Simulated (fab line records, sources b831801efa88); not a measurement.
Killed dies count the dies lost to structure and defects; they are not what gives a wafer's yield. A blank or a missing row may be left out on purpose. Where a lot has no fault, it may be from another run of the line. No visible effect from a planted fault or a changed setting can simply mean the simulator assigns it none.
Matching of chambers -- flow gf180mcu -- GF_MIM_CVD_05 on pecvd-02: 3 sister chambers
The step deposits Si3N4, target thk 42 nm, time 29.086 s. 6 wafers are shown with their chamber, then 12 later ones without.

## WAFERS PAIRED WITH THEIR CHAMBERS
wafer,chamber,heaterPowerW (W),tempMaxC (C)
L087.4,2,680,399.97
L090.2,0,715,399.74
L090.5,1,643,399.97
L091.1,0,702,400.16
L091.5,2,730,400.21
L091.6,1,655,400.03

## WAFERS WITH NO CHAMBER GIVEN
wafer,heaterPowerW (W),tempMaxC (C)
L092.1,759,399.98
L092.2,578,399.91
L092.5,764,399.93
L093.1,749,400.16
L093.4,633,399.76
L093.6,783,399.93
L094.1,670,400.05
L094.2,584,400.02
L094.3,729,400.31
L097.2,700,399.62
L097.5,664,399.98
L097.6,718,399.69

## WHICH CHAMBER EACH ONE RAN IN
wafer,from the rows above,in truth
L092.1,can't be placed: 0 or 2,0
L092.2,1,1
L092.5,can't be placed: 0 or 2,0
L093.1,can't be placed: 2 or 0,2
L093.4,1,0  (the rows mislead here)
L093.6,can't be placed: 0 or 2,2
L094.1,can't be placed: 1 or 2 or 0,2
L094.2,1,1
L094.3,can't be placed: 2 or 0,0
L097.2,can't be placed: 0 or 2 or 1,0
L097.5,can't be placed: 1 or 2 or 0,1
L097.6,can't be placed: 0 or 2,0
2 of 12 placed correctly. From these rows, 9 cannot be placed; in 9 the true chamber is one of the candidates. Wrongly placed: 1.
How it was worked out, from the rows above alone: a wafer's distance from a chamber is the root of the sum, over the readings, of the square of ((its reading less the chamber's mean) divided by the reading's scatter). If the next closest chamber is less than 2 further off than the closest, the wafer can't be placed; otherwise it belongs to the closest. For every chamber, the mean is computed from those of its wafers that are shown. The scatter is the square root of a quotient: the sum, over the shown wafers, of each reading's squared deviation from its chamber's mean, divided by wafers minus chambers.
